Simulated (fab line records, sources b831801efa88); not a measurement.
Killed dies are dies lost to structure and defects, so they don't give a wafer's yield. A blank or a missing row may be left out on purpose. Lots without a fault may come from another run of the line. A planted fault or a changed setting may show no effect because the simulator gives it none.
Which tool did it? | flow gf180mcu | 11 lots, 33 wafers sampled, at 7 steps of a route of 602

WHAT THE GAUGES READ, wafer by wafer
GF_POLY_GATE_CD_MEAS_10: target cd 280 nm.
lot  | measured     | on        | cd_nm (nm)
L661 | day 9 15:49  | cd_sem-02 | 279.1 278.4 278.2
L662 | day 9 20:28  | cd_sem-01 | 281.0 282.0 281.1
L663 | day 10 05:45 | cd_sem-02 | 279.1 279.9 279.2
L664 | day 10 09:16 | cd_sem-01 | 280.5 281.5 281.8
L666 | day 10 18:55 | cd_sem-02 | 279.9 279.9 280.1
L667 | day 11 03:13 | cd_sem-01 | 280.0 278.7 279.0
L672 | day 12 17:43 | cd_sem-02 | 279.3 279.1 279.1
L676 | day 13 19:44 | cd_sem-02 | 279.6 280.2 280.1
L681 | day 15 08:21 | cd_sem-01 | 280.7 281.2 279.5
L682 | day 15 17:06 | cd_sem-01 | 280.3 282.0 280.8
L683 | day 16 07:44 | cd_sem-02 | 280.8 280.7 279.3

GF_PSD_TW_MEAS_11.
lot  | measured     | on            | PSD_TW
L661 | day 14 18:48 | film_metro-02 | 3147 3162 3157
L662 | day 14 22:14 | film_metro-03 | 3187 3188 3188
L663 | day 15 11:39 | film_metro-03 | 3152 3168 3154
L664 | day 15 15:18 | film_metro-02 | 3150 3148 3144
L666 | day 16 04:47 | film_metro-03 | 3575 3554 3592 3577 3586 3573
L667 | day 16 13:13 | film_metro-02 | 3135 3132 3134
L672 | day 18 12:35 | film_metro-02 | 3546 3538 3524 3531 3521 3528
L676 | day 19 22:02 | film_metro-02 | 3541 3543 3567 3544 3548 3550
L681 | day 21 11:15 | film_metro-02 | 3150 3160 3145
L682 | day 21 21:53 | film_metro-02 | 3160 3153 3157
L683 | day 22 11:21 | film_metro-02 | 3148 3152 3140

GF_PSD_RS_MEAS_15: measures by four-point-probe.
lot  | measured     | on            | PSD_RS (ohm/sq)
L661 | day 14 19:07 | film_metro-03 | 108.3 108.5 108.3
L662 | day 14 22:33 | film_metro-02 | 108.6 108.5 108.7
L663 | day 15 11:58 | film_metro-02 | 108.8 108.8 108.6
L664 | day 15 15:37 | film_metro-01 | 108.8 108.5 108.5
L666 | day 16 09:44 | film_metro-03 | 97.7 97.8 97.8 97.7 97.7 97.6
L667 | day 16 13:32 | film_metro-01 | 109.1 108.6 108.5
L672 | day 18 16:47 | film_metro-03 | 98.1 97.8 98.2 98.2 97.8 98.1
L676 | day 20 03:08 | film_metro-02 | 98.3 98.4 98.0 98.4 98.5 98.1
L681 | day 21 11:35 | film_metro-03 | 108.6 108.6 108.7
L682 | day 21 22:12 | film_metro-01 | 108.5 108.7 108.7
L683 | day 22 11:40 | film_metro-01 | 109.1 109.1 109.1

GF_SAB_OVL_MEAS_10.
lot  | measured     | on         | SAB_OVL (nm)
L661 | day 15 17:08 | overlay-01 | -0.3 0.4 -0.8
L662 | day 15 20:02 | overlay-01 | 0.0 -0.4 1.3
L663 | day 16 10:57 | overlay-02 | -1.4 -1.0 -1.7
L664 | day 16 18:10 | overlay-02 | 0.8 0.9 1.2
L666 | day 17 03:53 | overlay-01 | -1.0 1.8 -1.2
L667 | day 17 12:33 | overlay-02 | -1.3 -0.5 -0.1
L672 | day 19 13:01 | overlay-01 | -1.1 -3.4 -0.6
L676 | day 20 22:26 | overlay-02 | -1.6 2.7 2.5
L681 | day 22 11:14 | overlay-02 | -0.1 -1.9 -2.1
L682 | day 22 20:49 | overlay-02 | -0.4 2.0 2.3
L683 | day 23 10:30 | overlay-01 | 1.7 0.4 2.1

WHICH TOOL RAN EACH LOT (tool, then ch and the chambers of the sampled wafers, then the start)
lot  | GF_POLY_GATE_ETCH_12               | GF_PSD_IMPLANT_09               | GF_PSD_STRIP_10
L661 | rie_diel-03 ch 1,2,3, day 9 15:57  | implanter-03 ch 0, day 14 18:34 | plasma_asher-03 ch 0, day 14 18:41
L662 | rie_diel-04 ch 0,1,2, day 9 20:36  | implanter-02 ch 0, day 14 21:59 | plasma_asher-02 ch 0, day 14 22:07
L663 | rie_diel-01 ch 0,1,2, day 10 05:54 | implanter-04 ch 0, day 15 11:24 | plasma_asher-04 ch 0,1, day 15 11:33
L664 | rie_diel-03 ch 0,1, day 10 09:25   | implanter-02 ch 0, day 15 15:03 | plasma_asher-02 ch 0, day 15 15:12
L666 | rie_diel-01 ch 0,1,2, day 10 19:02 | implanter-02 ch 0, day 16 04:15 | plasma_asher-03 ch 0,1, day 16 04:42
L667 | rie_diel-01 ch 1,2,3, day 11 03:21 | implanter-03 ch 0, day 16 12:58 | plasma_asher-02 ch 0,1, day 16 13:06
L672 | rie_diel-04 ch 0,1,3, day 12 17:49 | implanter-02 ch 0, day 18 12:04 | plasma_asher-03 ch 0,1, day 18 12:30
L676 | rie_diel-04 ch 1,3, day 13 19:52   | implanter-04 ch 0, day 19 21:29 | plasma_asher-02 ch 0,1, day 19 21:55
L681 | rie_diel-01 ch 0,1,2, day 15 08:28 | implanter-02 ch 0, day 21 11:02 | plasma_asher-02 ch 0,1, day 21 11:10
L682 | rie_diel-04 ch 1,2,3, day 15 17:14 | implanter-03 ch 0, day 21 21:38 | plasma_asher-04 ch 0,1, day 21 21:46
L683 | rie_diel-03 ch 0,2,3, day 16 07:53 | implanter-02 ch 0, day 22 11:06 | plasma_asher-04 ch 0,1, day 22 11:15
- GF_POLY_GATE_ETCH_12: etches BARC in N2/H2.
- GF_PSD_IMPLANT_09
- GF_PSD_STRIP_10: strips in O2/N2.

WHAT THE TOOLS THEMSELVES READ (means of the sampled wafers that have a number; where no wafer has one, the mark that the record gives instead)
GF_POLY_GATE_ETCH_12.
lot  | tool        | drypump_motor_current_A (A) | oes_product_au (a.u.) | throttle_valve_pct (%)
L661 | rie_diel-03 | 5.2                         | 0.734                 | 13.216
L662 | rie_diel-04 | 5.8                         | 0.733                 | 13.214
L663 | rie_diel-01 | 5.5                         | 0.737                 | 13.214
L664 | rie_diel-03 | 5.8                         | 0.734                 | 13.208
L666 | rie_diel-01 | 5.5                         | 0.738                 | 13.219
L667 | rie_diel-01 | 5.8                         | 0.736                 | 13.218
L672 | rie_diel-04 | 5.7                         | 0.735                 | 13.218
L676 | rie_diel-04 | 5.5                         | 0.736                 | 13.215
L681 | rie_diel-01 | 5.5                         | 0.727                 | 13.206
L682 | rie_diel-04 | 5.6                         | 0.738                 | 13.208
L683 | rie_diel-03 | 5.4                         | 0.730                 | 13.226

GF_PSD_IMPLANT_09.
lot  | tool         | faraday_current_uA
L661 | implanter-03 | 8186
L662 | implanter-02 | 8400
L663 | implanter-04 | 8335
L664 | implanter-02 | 8365
L666 | implanter-02 | 8246
L667 | implanter-03 | 8213
L672 | implanter-02 | 8156
L676 | implanter-04 | 8197
L681 | implanter-02 | 8269
L682 | implanter-03 | 8208
L683 | implanter-02 | 8235

GF_PSD_STRIP_10.
lot  | tool            | drypump_motor_current_A (A) | heater_power_w (W) | oes_product_au (a.u.) | strip_time_to_endpoint_s (s)
L661 | plasma_asher-03 | 4.8                         | 286                | 0.593                 | 16.52
L662 | plasma_asher-02 | 5.7                         | 277                | 0.596                 | 16.54
L663 | plasma_asher-04 | 6.0                         | 311                | 0.590                 | 16.54
L664 | plasma_asher-02 | 5.7                         | 279                | 0.592                 | 16.51
L666 | plasma_asher-03 | 5.1                         | 307                | 0.546                 | 18.89
L667 | plasma_asher-02 | 5.7                         | 288                | 0.593                 | 16.47
L672 | plasma_asher-03 | 5.1                         | 308                | 0.547                 | 18.89
L676 | plasma_asher-02 | 5.7                         | 290                | 0.549                 | 18.90
L681 | plasma_asher-02 | 5.7                         | 294                | 0.592                 | 16.44
L682 | plasma_asher-04 | 6.0                         | 311                | 0.594                 | 16.54
L683 | plasma_asher-04 | 5.6                         | 337                | 0.597                 | 16.54

THE ANSWER, worked out from the rows above alone
Rule: what is usual is taken from the lots themselves. Put in order of their means at a reading, lots are off if they are a third of the lots or fewer, leave a main group of 4 or more, and stand apart from it by a gap of 3 or more times the standard deviation of the main group's means; of several such gaps the widest counts. A main group whose means are all the same, to the digits that the tables above print for the reading, isn't used. A lot without any number at a reading at which 4 lots or more have one is off too. The other lots that the step has rows for count as sound. The gauges are gone through in route order, then the tools' own readings, and for those a lot's mean is taken as printed above. The first step at which some lot is off is used, and at that step the reading that is off furthest; a lot without a number counts as furthest.
Off: L666, L672, L676, at GF_PSD_TW_MEAS_11 (PSD_TW). The main group: mean 3155, standard deviation 14.
A tool fits if, at a process step before that reading, it ran every lot that is off, and no sound lot after the first of them. The gauges at GF_PSD_TW_MEAS_11 aren't tried: what is off there is off at GF_PSD_STRIP_10 too, on other tools, and a gauge's error can't cause that. None of those tried fits.

WHAT THE SIMULATOR HAD PUT IN
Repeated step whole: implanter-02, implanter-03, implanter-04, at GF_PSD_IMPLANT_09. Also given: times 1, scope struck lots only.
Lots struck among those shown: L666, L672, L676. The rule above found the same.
